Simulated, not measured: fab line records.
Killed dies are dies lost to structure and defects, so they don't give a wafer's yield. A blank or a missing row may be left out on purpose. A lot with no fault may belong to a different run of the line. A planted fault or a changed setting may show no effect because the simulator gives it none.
fab line records ; flow sfq-line
record lots=7; wafers=19; last-day=86
route steps=325 shown M4@152 I4@163 JJ@178 M5@206 M8@325
lots that met no fault: from a run of the same line without faults
start-h: start of the lot's first displayed wafer, in hours after the record's first day ; wait-h: how many hours have passed since the lot's step before this one ; " as in the row above ; L1.1+2: several wafers, shown together as one row ; - no value, or no start was given ; * or withheld: withheld ; < > ~ a bound
route shown NAME@n: a module of which the file shows steps, and the number in the route of the first ; usual: mean/standard deviation taken from wafers without a fault ; same: alike in all rows ; chamber/n: place in a boat ; sites: readings site by site ; _std_site: the values' standard deviation ; _edge_site: the outer-site mean with the inner-site mean subtracted ; radius-mm: how far each site lies from the wafer's centre ; mask NAME#n: copy n ; behind: tool/chamber where the wafer was last shaped ; hold: cause of the lot's hold/its duration in hours/its outcome ; device: transistor that didn't switch, given as n, p or np ; end of line: the tests these same wafers got at the end of their route ; a step without rows: its recipe alone ; killed: the dies lost at the first sort to structure and to defects; this is not the yield of the wafer ; map: the dies of a wafer, with x for killed, . for not killed, _ for no die there
set.NAME: the setting as run; set.NAME@STEP: as run at that earlier step ; model.NAME: the simulator's own value behind a step, which no gauge read
lots at some steps of the route; a table a step, a row a wafer
services: from which hour (start-h, from the record's first day; less than 0 if before it) a tool's chamber was out of use, for how many hours, and why
## steps
# step SFQ_TRILAYER_M4_LITHO_COAT_098
# recipe resist=BARC; spin-rpm=3000; resist-thk-nm=62
# step SFQ_TRILAYER_M4_LITHO_COAT_093
# recipe resist=KrF; spin-rpm=3000; resist-thk-nm=600
# step SFQ_TRILAYER_M4_LITHO_SOFTBAKE_097
# recipe temp-c=withheld; time-s=withheld; resist=KrF
# step SFQ_TRILAYER_M4_LITHO_EXPOSE_094
# recipe mask-id=M4; na=0.6; source-shape=conventional; sigma-outer=0.65; target-cd-nm=500; dose-mj=14.4
# step SFQ_TRILAYER_M4_LITHO_PEB_096
# recipe peb-temp-c=115; peb-time-s=60; resist=KrF
# step SFQ_TRILAYER_M4_LITHO_DEVELOP_095
# recipe time-s=60; resist=KrF
# step SFQ_M4_OVL_MEAS_926
# usual M4_OVL=-4/5.2
lot.wafer;tool;chamber;start-h;wait-h;M4_OVL[nm]
L387.2;overlay-02;-;973.87;0.1;-12
L387.4;overlay-02;-;973.87;0.1;-4
L387.5;overlay-02;-;973.87;0.1;-10
L393.4;overlay-01;-;999.08;0.1;-4
L393.5;overlay-01;-;999.08;0.1;-8
L393.6;overlay-01;-;999.08;0.1;-1
L400.1;overlay-02;-;1075.76;0.1;2
L400.4;overlay-02;-;1075.76;0.1;3
L401.1;overlay-02;-;1076.96;0.1;-5
L401.3;overlay-02;-;1076.96;0.1;-5
L401.5;overlay-02;-;1076.96;0.1;-4
L402.4;overlay-02;-;1078.17;0.1;-7
L402.5;overlay-02;-;1078.17;0.1;-3
L403.1;overlay-02;-;1183.75;0.1;-8
L403.2;overlay-02;-;1183.75;0.1;-4
L403.5;overlay-02;-;1183.75;0.1;-11
L407.1;overlay-02;-;1256.87;0.1;-12
L407.4;overlay-02;-;1256.87;0.1;-15
L407.5;overlay-02;-;1256.87;0.1;-13
# step SFQ_TRILAYER_M4_BARC_OPEN_METAL_ETCH_123
# recipe mask-material=PR; chemistry=O2; target-depth-nm=125; target=BARC; icp-w=600; bias-w=80; pressure-mtorr=10; time-s=41.7
# usual drypump-motor-current-A=5.9/0.47; oes-product-au=0.685/0.0045
lot.wafer;tool;chamber;start-h;wait-h;drypump-motor-current-A;oes-product-au;rf-hours-counter-h
L387.2;rie-metal-02;0;973.90;0.0;5.4;0.689;18
L387.4;rie-metal-02;0;973.90;0.0;5.4;0.683;-
L387.5;rie-metal-02;0;973.90;0.0;5.4;0.687;-
L393.4;rie-metal-01;0;999.12;0.0;5.6;0.676;-
L393.5;rie-metal-01;0;999.12;0.0;5.6;0.678;-
L393.6;rie-metal-01;1;999.12;0.0;5.3;0.686;-
L400.1;rie-metal-02;0;1075.79;0.0;5.5;0.688;33
L400.4;rie-metal-02;1;1075.79;0.0;6.2;0.686;-
L401.1;rie-metal-01;0;1076.99;0.0;5.5;0.687;100
L401.3;rie-metal-01;1;1076.99;0.0;5.3;0.689;-
L401.5;rie-metal-01;1;1076.99;0.0;5.3;0.694;-
L402.4;rie-metal-02;0;1078.21;0.0;5.4;0.690;-
L402.5;rie-metal-02;0;1078.21;0.0;5.4;0.692;-
L403.1;rie-metal-03;1;1183.79;0.0;6.5;0.681;82
L403.2;rie-metal-03;0;1183.79;0.0;6.2;0.690;143
L403.5;rie-metal-03;0;1183.79;0.0;6.2;0.684;-
L407.1;rie-metal-01;1;1256.91;0.0;5.3;0.683;4
L407.4;rie-metal-01;1;1256.91;0.0;5.3;0.682;-
L407.5;rie-metal-01;0;1256.91;0.0;5.6;0.682;-
# step SFQ_TRILAYER_M4_ETCH_METAL_ETCH_096
# recipe target=Nb; stop-on=SiO2; mask-material=PR; chemistry=Cl2/Ar; target-depth-nm=240; icp-w=600; bias-w=80; pressure-mtorr=10; time-s=120
# step SFQ_TRILAYER_M4_STRIP_STRIP_097
# recipe gas=O2; power-w=200; platen-temp-c=40; overash-fraction=0.65; chemistry=O2; pressure-mtorr=50
# step SFQ_TRILAYER_M4_STRIP_SOLV_CLEAN_098
# recipe chemistry=NMP; temp-c=70; time-s=600
# step SFQ_TRILAYER_I4_DEP_PECVD_099
# recipe material=SiO2; temp-c=150; time-s=111.11; pressure-torr=2.4; rf-w=183.3; precursor=SiH4/N2O; target-thk-nm=500
# usual heater-power-w=84/22; throttle-valve-pct=23.6/0.8
lot.wafer;tool;chamber;start-h;wait-h;heater-power-w;throttle-valve-pct
L387.2;pecvd-01;0;974.86;0.0;54;21.7
L387.4;pecvd-01;0;974.86;0.0;57;22.0
L387.5;pecvd-01;1;974.86;0.0;98;23.4
L393.4;pecvd-03;0;1000.10;0.0;113;23.9
L393.5;pecvd-03;2;1000.10;0.0;71;23.4
L393.6;pecvd-03;1;1000.10;0.0;55;22.9
L400.1;pecvd-03;1;1076.75;0.0;56;23.2
L400.4;pecvd-03;0;1076.75;0.0;108;24.1
L401.1;pecvd-01;1;1077.95;0.0;116;23.7
L401.3;pecvd-01;0;1077.95;0.0;58;22.2
L401.5;pecvd-01;2;1077.95;0.0;94;23.4
L402.4;pecvd-03;0;1079.19;0.0;111;23.8
L402.5;pecvd-03;2;1079.19;0.0;78;23.6
L403.1;pecvd-03;0;1184.75;0.0;107;24.3
L403.2;pecvd-03;2;1184.75;0.0;72;23.9
L403.5;pecvd-03;1;1184.75;0.0;59;23.7
L407.1;pecvd-02;2;1257.87;0.0;98;24.4
L407.4;pecvd-02;1;1257.87;0.0;85;24.6
L407.5;pecvd-02;0;1257.87;0.0;65;25.3
# step SFQ_TRILAYER_I4_CMP_CMP_100
# recipe material=SiO2; down-force-psi=3; platen-rpm=60; pad-velocity-m-s=0.94248
# usual motor-current-A=10.0/0.57; time-to-endpoint-s=217/9.3
lot.wafer;tool;chamber;start-h;wait-h;motor-current-A;time-to-endpoint-s;model.SiO2_of_TRILAYER_I4_DEP_PECVD_099.thk-nm
L387.2;cmp-02;3;986.26;11.4;10.1;214;201.6
L387.4;cmp-02;0;986.26;11.4;9.2;216;199.8
L387.5;cmp-02;3;988.26;13.3;9.3;206;199.8
L393.4;cmp-01;2;1013.88;13.7;10.3;228;199.9
L393.5;cmp-01;3;1013.88;13.7;9.0;216;199.4
L393.6;cmp-01;0;1013.88;13.7;11.2;222;200.8
L400.1;cmp-01;2;1083.21;6.4;10.3;221;200.1
L400.4;cmp-01;3;1083.21;6.4;9.6;297;311.1
L401.1;cmp-01;0;1086.71;8.7;10.8;208;199.5
L401.3;cmp-01;1;1086.71;8.7;9.8;219;200.4
L401.5;cmp-01;3;1088.21;10.2;9.5;271;301
L402.4;cmp-01;3;1092.10;12.9;9.0;288;308
L402.5;cmp-01;1;1093.10;13.9;9.9;284;308.6
L403.2;cmp-01;3;1192.96;8.2;9.8;197;197.7
L403.1;cmp-01;1;1193.96;9.2;9.8;219;200
L403.5;cmp-01;3;1194.96;10.1;9.8;206;198.5
L407.1;cmp-01;1;1265.48;7.6;9.6;233;202.5
L407.4;cmp-01;3;1266.48;8.5;9.7;211;200.4
L407.5;cmp-01;0;1266.48;8.5;10.9;223;200.7
# step SFQ_I4_BOW_MEAS_927
# recipe mode=bow
# usual I4_BOW=0/8.1
lot.wafer;tool;chamber;start-h;wait-h;I4_BOW[um]
L387.2;film-metro-01;-;988.78;2.0;0
L387.4;film-metro-01;-;988.78;2.0;13
L387.5;film-metro-01;-;988.78;2.0;5
L393.4;film-metro-01;-;1015.44;1.1;17
L393.5;film-metro-01;-;1015.44;1.1;17
L393.6;film-metro-01;-;1015.44;1.1;14
L400.1;film-metro-02;-;1085.71;2.0;7
L400.4;film-metro-02;-;1085.71;2.0;15
L401.1;film-metro-02;-;1088.71;1.5;-9
L401.3;film-metro-02;-;1088.71;1.5;0
L401.5;film-metro-02;-;1088.71;1.5;-4
L402.4;film-metro-04;-;1093.66;1.1;-6
L402.5;film-metro-04;-;1093.66;1.1;-4
L403.1;film-metro-04;-;1195.46;1.0;8
L403.2;film-metro-04;-;1195.46;1.0;-4
L403.5;film-metro-04;-;1195.46;1.0;5
L407.1;film-metro-02;-;1267.98;2.0;-7
L407.4;film-metro-02;-;1267.98;2.0;-9
L407.5;film-metro-02;-;1267.98;2.0;-8
# step SFQ_TRILAYER_I4_METRO_MEASURE_101
# usual thk-nm=200.0/1.3
lot.wafer;tool;chamber;start-h;wait-h;thk-nm
L387.2;film-metro-01;-;989.08;0.3;201.6
L387.4;film-metro-01;-;989.08;0.3;199.9
L387.5;film-metro-01;-;989.08;0.3;199.7
L393.4;film-metro-01;-;1016.10;0.6;199.8
L393.5;film-metro-01;-;1016.10;0.6;199.4
L393.6;film-metro-01;-;1016.10;0.6;200.7
L400.1;film-metro-02;-;1085.83;0.1;200.1
L400.4;film-metro-02;-;1085.83;0.1;311.3
L401.1;film-metro-02;-;1088.83;0.1;199.7
L401.3;film-metro-02;-;1088.83;0.1;200.2
L401.5;film-metro-02;-;1088.83;0.1;301.1
L402.4;film-metro-04;-;1094.32;0.6;307.7
L402.5;film-metro-04;-;1094.32;0.6;308.7
L403.1;film-metro-04;-;1195.58;0.1;199.9
L403.2;film-metro-04;-;1195.58;0.1;197.8
L403.5;film-metro-04;-;1195.58;0.1;198.4
L407.1;film-metro-02;-;1268.10;0.1;202.6
L407.4;film-metro-02;-;1268.10;0.1;200.5
L407.5;film-metro-02;-;1268.10;0.1;200.9
# step SFQ_TRILAYER_I4_VIA_LITHO_COAT_108
# recipe resist=BARC; spin-rpm=3000; resist-thk-nm=62
# step SFQ_TRILAYER_I4_VIA_LITHO_COAT_103
# recipe resist=KrF; spin-rpm=3000; resist-thk-nm=650
# step SFQ_TRILAYER_I4_VIA_LITHO_SOFTBAKE_107
# recipe temp-c=withheld; time-s=withheld; resist=KrF
# step SFQ_TRILAYER_I4_VIA_LITHO_EXPOSE_104
# recipe mask-id=I4; na=0.6; source-shape=conventional; sigma-outer=0.65; target-cd-nm=700; dose-mj=21.3
# step SFQ_TRILAYER_I4_VIA_LITHO_PEB_106
# recipe peb-temp-c=115; peb-time-s=60; resist=KrF
# step SFQ_TRILAYER_I4_VIA_LITHO_DEVELOP_105
# recipe time-s=60; resist=KrF
# step SFQ_I4_OVL_MEAS_928
# usual I4_OVL=-2/5.3
lot.wafer;tool;chamber;start-h;wait-h;I4_OVL[nm]
L387.2;overlay-02;-;1125.09;0.1;-5
L387.4;overlay-02;-;1125.09;0.1;-8
L387.5;overlay-02;-;1125.09;0.1;-6
L393.4;overlay-01;-;1156.00;0.1;-7
L393.5;overlay-01;-;1156.00;0.1;-8
L393.6;overlay-01;-;1156.00;0.1;-7
L400.1;overlay-02;-;1195.58;0.1;2
L400.4;overlay-02;-;1195.58;0.1;-1
L401.1;overlay-02;-;1196.91;0.1;-9
L401.3;overlay-02;-;1196.91;0.1;-9
L401.5;overlay-02;-;1196.91;0.1;-3
L402.4;overlay-02;-;1198.13;0.1;2
L402.5;overlay-02;-;1198.13;0.1;4
L403.1;overlay-01;-;1203.27;0.1;3
L403.2;overlay-01;-;1203.27;0.1;8
L403.5;overlay-01;-;1203.27;0.1;-3
L407.1;overlay-02;-;1378.73;0.1;0
L407.4;overlay-02;-;1378.73;0.1;-8
L407.5;overlay-02;-;1378.73;0.1;9
# step SFQ_TRILAYER_I4_VIA_BARC_OPEN_VIA_ETCH_146
# recipe mask-material=PR; chemistry=O2; target-depth-nm=125; target=BARC; source-w=500; bias-w=80; pressure-mtorr=30; time-s=41.7
# usual drypump-motor-current-A=5.6/0.4; oes-product-au=0.686/0.004
lot.wafer;tool;chamber;start-h;wait-h;drypump-motor-current-A;oes-product-au;rf-hours-counter-h
L387.2;rie-diel-03;3;1125.12;0.0;5.1;0.688;4
L387.4;rie-diel-03;0;1125.12;0.0;5.8;0.678;9
L387.5;rie-diel-03;1;1125.12;0.0;4.8;0.686;-
L393.4;rie-diel-03;3;1156.02;0.0;5.1;0.682;5
L393.5;rie-diel-03;1;1156.02;0.0;4.8;0.685;-
L393.6;rie-diel-03;2;1156.02;0.0;6.1;0.679;-
L400.1;rie-diel-03;3;1195.62;0.0;5.1;0.687;6
L400.4;rie-diel-03;2;1195.62;0.0;6.1;0.682;-
L401.1;rie-diel-02;2;1196.94;0.0;5.5;0.684;11
L401.3;rie-diel-02;1;1196.94;0.0;5.8;0.684;14
L401.5;rie-diel-02;3;1196.94;0.0;5.7;0.680;-
L402.4;rie-diel-03;2;1198.14;0.0;6.1;0.688;15
L402.5;rie-diel-03;1;1198.14;0.0;4.8;0.685;-
L403.1;rie-diel-03;3;1203.31;0.0;5.1;0.681;6
L403.2;rie-diel-03;2;1203.31;0.0;6.1;0.684;16
L403.5;rie-diel-03;0;1203.31;0.0;5.9;0.691;-
L407.1;rie-diel-04;1;1378.76;0.0;6.0;0.683;19
L407.4;rie-diel-04;3;1378.76;0.0;5.4;0.684;16
L407.5;rie-diel-04;1;1378.76;0.0;6.0;0.683;-
# step SFQ_TRILAYER_I4_VIA_ETCH_VIA_ETCH_106
# recipe target=SiO2; stop-on=Nb; mask-material=PR; taper-deg=20; chemistry=CHF3; target-depth-nm=260; source-w=500; bias-w=80; pressure-mtorr=30; time-s=withheld
# usual drypump-motor-current-A=5.6/0.4; oes-product-au=0.855/0.0051
lot.wafer;tool;chamber;start-h;wait-h;drypump-motor-current-A;oes-product-au;model.etch.depth-nm;model.I4.feature-depth-nm
L387.2;rie-diel-03;3;1125.16;0.0;5.1;0.859;201.6;201.6
L387.4;rie-diel-03;0;1125.16;0.0;5.8;0.855;199.8;199.8
L387.5;rie-diel-03;1;1125.16;0.0;4.8;0.851;199.8;199.8
L393.4;rie-diel-03;3;1156.06;0.0;5.1;0.856;199.9;199.9
L393.5;rie-diel-03;1;1156.06;0.0;4.9;0.856;199.4;199.4
L393.6;rie-diel-03;2;1156.06;0.0;6.1;0.860;200.8;200.8
L400.1;rie-diel-03;3;1195.66;0.0;5.1;0.853;200.1;200.1
L400.4;rie-diel-03;2;1195.66;0.0;6.1;0.987;256.3;256.3
L401.1;rie-diel-02;2;1196.98;0.0;5.6;0.854;199.5;199.5
L401.3;rie-diel-02;1;1196.98;0.0;5.8;0.859;200.4;200.4
L401.5;rie-diel-02;3;1196.98;0.0;5.8;0.998;257.8;257.8
L402.4;rie-diel-03;2;1198.18;0.0;6.1;0.989;255.6;255.6
L402.5;rie-diel-03;1;1198.18;0.0;4.9;0.986;254.3;254.3
L403.1;rie-diel-03;3;1203.34;0.0;5.1;0.856;200;200
L403.2;rie-diel-03;2;1203.34;0.0;6.1;0.858;197.7;197.7
L403.5;rie-diel-03;0;1203.34;0.0;5.8;0.852;198.5;198.5
L407.1;rie-diel-04;1;1378.80;0.0;6.0;0.856;202.5;202.5
L407.4;rie-diel-04;3;1378.80;0.0;5.4;0.854;200.4;200.4
L407.5;rie-diel-04;1;1378.80;0.0;6.0;0.862;200.7;200.7
# step SFQ_TRILAYER_I4_VIA_STRIP_STRIP_107
# recipe gas=O2; power-w=200; platen-temp-c=40; overash-fraction=0.65; chemistry=O2; pressure-mtorr=50
# step SFQ_TRILAYER_I4_VIA_STRIP_SOLV_CLEAN_108
# recipe chemistry=NMP; temp-c=70; time-s=600
# step SFQ_TRILAYER_JJ_TRILAYER_DEP_PRE_CLEAN_113
# recipe gas=Ar; time-s=22.5; bias-v=250
# step SFQ_TRILAYER_JJ_TRILAYER_DEP_SPUTTER_109
# recipe material=Nb; base-pressure-pa=1.33e-06; chamber-pressure-pa=0.1333; substrate-temp-c=20; target-thk-nm=150; power-w=2000; time-s=100
# step SFQ_TRILAYER_JJ_TRILAYER_DEP_SPUTTER_110
# recipe material=Al; base-pressure-pa=1.33e-06; target-thk-nm=8; power-w=500; time-s=10; chamber-pressure-pa=0.4
# usual throttle-valve-pct=29.4/0.82
lot.wafer;tool;chamber;start-h;wait-h;throttle-valve-pct
L387.2;pvd-sputter-05;-;1126.98;0.0;29.5
L387.4;pvd-sputter-05;-;1126.98;0.0;28.5
L387.5;pvd-sputter-05;-;1126.98;0.0;29.7
L393.4;pvd-sputter-05;-;1157.05;0.0;29.7
L393.5;pvd-sputter-05;-;1157.05;0.0;28.4
L393.6;pvd-sputter-05;-;1157.05;0.0;29.9
L400.1;pvd-sputter-05;-;1196.65;0.0;28.9
L400.4;pvd-sputter-05;-;1196.65;0.0;29.8
L401.1;pvd-sputter-03;-;1197.97;0.0;30.5
L401.3;pvd-sputter-03;-;1197.97;0.0;30.0
L401.5;pvd-sputter-03;-;1197.97;0.0;30.3
L402.4;pvd-sputter-04;-;1199.17;0.0;29.7
L402.5;pvd-sputter-04;-;1199.17;0.0;31.2
L403.1;pvd-sputter-05;-;1204.33;0.0;28.7
L403.2;pvd-sputter-05;-;1204.33;0.0;29.7
L403.5;pvd-sputter-05;-;1204.33;0.0;28.6
L407.1;pvd-sputter-04;-;1379.83;0.0;29.7
L407.4;pvd-sputter-04;-;1379.83;0.0;29.9
L407.5;pvd-sputter-04;-;1379.83;0.0;31.0
# step SFQ_TRILAYER_JJ_TRILAYER_DEP_AL_OXIDATION_111
# recipe pressure-mbar=0.014667; oxidation-time-s=600; temperature-k=293
# step SFQ_TRILAYER_JJ_TRILAYER_DEP_SPUTTER_112
# recipe material=Nb; base-pressure-pa=1.33e-06; chamber-pressure-pa=0.1333; substrate-temp-c=20; target-thk-nm=170; power-w=2000; time-s=113.3
# usual throttle-valve-pct=29.4/0.82
lot.wafer;tool;chamber;start-h;wait-h;throttle-valve-pct
L387.2;pvd-sputter-05;-;1128.00;0.5;29.8
L387.4;pvd-sputter-05;-;1128.00;0.5;28.7
L387.5;pvd-sputter-05;-;1128.00;0.5;29.8
L393.4;pvd-sputter-05;-;1158.07;0.5;29.5
L393.5;pvd-sputter-05;-;1158.07;0.5;28.7
L393.6;pvd-sputter-05;-;1158.07;0.5;29.7
L400.1;pvd-sputter-05;-;1197.67;0.5;28.9
L400.4;pvd-sputter-05;-;1197.67;0.5;29.4
L401.1;pvd-sputter-03;-;1198.99;0.5;30.2
L401.3;pvd-sputter-03;-;1198.99;0.5;29.9
L401.5;pvd-sputter-03;-;1198.99;0.5;30.4
L402.4;pvd-sputter-04;-;1200.19;0.5;29.8
L402.5;pvd-sputter-04;-;1200.19;0.5;30.8
L403.1;pvd-sputter-05;-;1205.36;0.5;28.7
L403.2;pvd-sputter-05;-;1205.36;0.5;29.7
L403.5;pvd-sputter-05;-;1205.36;0.5;28.9
L407.1;pvd-sputter-04;-;1380.85;0.5;29.9
L407.4;pvd-sputter-04;-;1380.85;0.5;30.0
L407.5;pvd-sputter-04;-;1380.85;0.5;31.0
# step SFQ_JJ_RS_MEAS_929
# recipe thk-meas-gauge=four-point-probe; reads=Nb_of_TRILAYER_JJ_TRILAYER_DEP_SPUTTER_112
# usual JJ_NB_RS=1.047/0.013
lot.wafer;tool;chamber;start-h;wait-h;JJ_NB_RS[ohm/sq]
L387.2;film-metro-03;-;1128.10;0.1;1.051
L387.4;film-metro-03;-;1128.10;0.1;1.050
L387.5;film-metro-03;-;1128.10;0.1;1.058
L393.4;film-metro-02;-;1158.21;0.1;1.032
L393.5;film-metro-02;-;1158.21;0.1;1.037
L393.6;film-metro-02;-;1158.21;0.1;1.033
L400.1;film-metro-03;-;1197.75;0.0;1.021
L400.4;film-metro-03;-;1197.75;0.0;1.034
L401.1;film-metro-04;-;1199.07;0.0;1.058
L401.3;film-metro-04;-;1199.07;0.0;1.039
L401.5;film-metro-04;-;1199.07;0.0;1.059
L402.4;film-metro-03;-;1200.33;0.1;1.033
L402.5;film-metro-03;-;1200.33;0.1;1.031
L403.1;film-metro-04;-;1205.44;0.0;1.040
L403.2;film-metro-04;-;1205.44;0.0;1.056
L403.5;film-metro-04;-;1205.44;0.0;1.046
L407.1;film-metro-03;-;1380.93;0.0;1.045
L407.4;film-metro-03;-;1380.93;0.0;1.029
L407.5;film-metro-03;-;1380.93;0.0;1.037
# step SFQ_TRILAYER_JJ_CE_LITHO_COAT_119
# recipe resist=BARC; spin-rpm=3000; resist-thk-nm=62
# step SFQ_TRILAYER_JJ_CE_LITHO_COAT_114
# recipe resist=KrF; spin-rpm=3000; resist-thk-nm=600
# step SFQ_TRILAYER_JJ_CE_LITHO_SOFTBAKE_118
# recipe temp-c=withheld; time-s=withheld; resist=KrF
# step SFQ_TRILAYER_JJ_CE_LITHO_EXPOSE_115
# recipe mask-id=J5; na=0.6; source-shape=conventional; sigma-outer=0.65; target-cd-nm=700; dose-mj=14.4
# step SFQ_TRILAYER_JJ_CE_LITHO_PEB_117
# recipe peb-temp-c=115; peb-time-s=60; resist=KrF
# step SFQ_TRILAYER_JJ_CE_LITHO_DEVELOP_116
# recipe time-s=60; resist=KrF
# step SFQ_JJ_OVL_MEAS_931
# usual J5_OVL=0/5.7
lot.wafer;tool;chamber;start-h;wait-h;J5_OVL[nm]
L387.2;overlay-02;-;1239.73;0.1;-3
L387.4;overlay-02;-;1239.73;0.1;-5
L387.5;overlay-02;-;1239.73;0.1;-2
L393.4;overlay-01;-;1285.24;0.1;-8
L393.5;overlay-01;-;1285.24;0.1;-10
L393.6;overlay-01;-;1285.24;0.1;-13
L400.1;overlay-02;-;1322.42;0.1;5
L400.4;overlay-02;-;1322.42;0.1;3
L401.1;overlay-01;-;1324.82;0.1;-6
L401.3;overlay-01;-;1324.82;0.1;4
L401.5;overlay-01;-;1324.82;0.1;-4
L402.4;overlay-02;-;1327.24;0.1;3
L402.5;overlay-02;-;1327.24;0.1;-4
L403.1;overlay-01;-;1332.02;0.1;-1
L403.2;overlay-01;-;1332.02;0.1;-8
L403.5;overlay-01;-;1332.02;0.1;-10
L407.1;overlay-01;-;1505.18;0.1;-2
L407.4;overlay-01;-;1505.18;0.1;-1
L407.5;overlay-01;-;1505.18;0.1;3
# step SFQ_TRILAYER_JJ_CE_METRO_MEASURE_117
# step SFQ_TRILAYER_JJ_CE_BARC_OPEN_RIE_150
# recipe mask-material=PR; chemistry=O2; target-depth-nm=240; target=BARC; icp-w=600; bias-w=80; pressure-mtorr=10; time-s=80
# step SFQ_TRILAYER_M5_ETCH_METAL_ETCH_126
# recipe target=Nb; stop-on=SiO2; mask-material=PR; over-etch-frac=0.15; time-s=203.2; chemistry=Cl2/BCl3; target-depth-nm=265; icp-w=600; bias-w=80; pressure-mtorr=10
# usual drypump-motor-current-A=5.8/0.42; oes-product-au=0.729/0.0069
lot.wafer;tool;chamber;start-h;wait-h;drypump-motor-current-A;oes-product-au;rf-hours-counter-h;model.SiO2_of_TRILAYER_I4_DEP_PECVD_099.thk-nm
L387.2;rie-metal-03;0;1250.97;0.0;6.2;0.731;7;181.6
L387.4;rie-metal-03;0;1250.97;0.0;6.2;0.731;-;179.8
L387.5;rie-metal-03;0;1250.97;0.0;6.2;0.733;-;179.7
L393.4;rie-metal-01;0;1411.29;0.1;5.6;0.723;-;179.9
L393.5;rie-metal-01;1;1411.29;0.1;5.3;0.730;-;179.7
L393.6;rie-metal-01;0;1411.29;0.1;5.6;0.721;-;180.7
L400.1;rie-metal-01;1;1453.25;0.0;5.3;0.725;30;180.5
L400.4;rie-metal-01;0;1453.25;0.0;5.6;0.724;-;291.2
L401.1;rie-metal-04;0;1456.13;0.1;5.7;0.729;20;180.3
L401.3;rie-metal-04;0;1456.13;0.1;5.7;0.735;-;181.1
L401.5;rie-metal-04;0;1456.13;0.1;5.7;0.734;-;281.9
L402.4;rie-metal-03;1;1458.54;0.1;6.6;0.723;-;288.1
L402.5;rie-metal-03;1;1458.54;0.1;6.6;0.723;-;288.7
L403.1;rie-metal-04;0;1460.87;0.0;5.7;0.731;22;180.7
L403.2;rie-metal-04;1;1460.87;0.0;5.5;0.729;53;178.1
L403.5;rie-metal-04;0;1460.87;0.0;5.7;0.732;-;179.2
L407.1;rie-metal-03;1;1510.37;0.0;6.6;0.725;132;182.8
L407.4;rie-metal-03;1;1510.37;0.0;6.6;0.725;-;180.5
L407.5;rie-metal-03;0;1510.37;0.0;6.2;0.730;-;180.8
# step SFQ_M8_BOW_MEAS_951
# recipe mode=bow
# usual M8_BOW=5/11
lot.wafer;tool;chamber;start-h;wait-h;M8_BOW[um];model.etest.i4.link-ohm
L387.2;film-metro-02;-;1834.84;0.0;-1;2.187
L387.4;film-metro-02;-;1834.84;0.0;12;2.162
L387.5;film-metro-02;-;1834.84;0.0;4;2.165
L393.4;film-metro-04;-;1940.89;0.1;23;2.179
L393.5;film-metro-04;-;1940.89;0.1;23;2.183
L393.6;film-metro-04;-;1940.89;0.1;21;2.193
L400.1;film-metro-02;-;2028.40;0.0;6;2.187
L400.4;film-metro-02;-;2028.40;0.0;15;1e+06
L401.1;film-metro-04;-;2034.31;0.0;2;2.173
L401.3;film-metro-04;-;2034.31;0.0;11;2.156
L401.5;film-metro-04;-;2034.31;0.0;4;1e+06
L402.4;film-metro-01;-;2035.57;0.1;-9;1e+06
L402.5;film-metro-01;-;2035.57;0.1;-6;1e+06
L403.1;film-metro-02;-;2041.51;0.0;19;2.189
L403.2;film-metro-02;-;2041.51;0.0;9;2.198
L403.5;film-metro-02;-;2041.51;0.0;16;2.18
L407.1;film-metro-01;-;2054.71;0.0;-1;2.18
L407.4;film-metro-01;-;2054.71;0.0;-2;2.195
L407.5;film-metro-01;-;2054.71;0.0;0;2.194
## services
tool;chamber;start-h;hours;kind
pvd-sputter-05;-;968.60;7.5;repair
pvd-sputter-05;-;1033.67;3.1;repair
rie-diel-03;2;1064.09;11.7;repair
cmp-01;-;1072.96;3.1;repair
pvd-sputter-05;-;1086.19;5.2;repair
rie-diel-03;-;1091.43;0.8;repair
rie-diel-03;0;1099.35;8.3;repair
rie-diel-03;2;1103.77;7.6;repair
rie-diel-03;3;1106.54;2.4;repair
rie-diel-03;0;1114.30;4.3;repair
cmp-01;-;1118.63;1.6;repair
cmp-01;-;1123.60;4.9;pm
rie-diel-03;-;1135.80;0.3;repair
cmp-01;-;1143.46;3.3;pm
pvd-sputter-05;-;1167.40;5.2;repair
rie-diel-03;0;1304.18;5.0;repair
rie-diel-03;0;1315.23;6.9;repair
rie-diel-03;1;1321.77;2.4;repair
rie-diel-03;2;1327.40;3.4;repair
pvd-sputter-05;-;1396.50;3.7;repair
rie-diel-03;0;1400.16;2.2;repair
rie-diel-03;3;1443.35;4.9;repair
rie-diel-03;3;1477.18;17.9;repair
pvd-sputter-05;-;1484.40;2.7;repair
## key
first-sign step=SFQ_TRILAYER_I4_CMP_CMP_100; reading=time-to-endpoint-s; direction=up; sigmas=7.3; usual=*; struck=*
effect step=SFQ_TRILAYER_I4_METRO_MEASURE_101; reading=thk-nm; direction=up; sigmas=84; usual=200.0; struck=307.2
effect step=SFQ_TRILAYER_I4_VIA_ETCH_VIA_ETCH_106; reading=oes-product-au; direction=up; sigmas=26; usual=0.855; struck=0.990
model-effect step=SFQ_TRILAYER_I4_CMP_CMP_100; value=SiO2_of_TRILAYER_I4_DEP_PECVD_099.thk-nm; without=199.9; struck=307.2
model-effect step=SFQ_TRILAYER_I4_VIA_ETCH_VIA_ETCH_106; value=etch.depth-nm; without=199.9; struck=256
model-effect step=SFQ_TRILAYER_M5_ETCH_METAL_ETCH_126; value=SiO2_of_TRILAYER_I4_DEP_PECVD_099.thk-nm; without=180.2; struck=287.4
model-effect step=SFQ_M8_BOW_MEAS_951; value=etest.i4.link-ohm; without=2.172; struck=1e+06
met-at SFQ_TRILAYER_I4_CMP_CMP_100
struck-wafers L400.4,L401.5,L402.4,L402.5
onset-between 1013.88 1083.21
fault kind=process-parameter-drift; tool=cmp-01; chamber=-; onset-h=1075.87; steps=SFQ_TRILAYER_I4_CMP_CMP_100; channel=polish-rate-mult; offset=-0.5; shape=step; end-h=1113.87; scope=struck-wafers-only
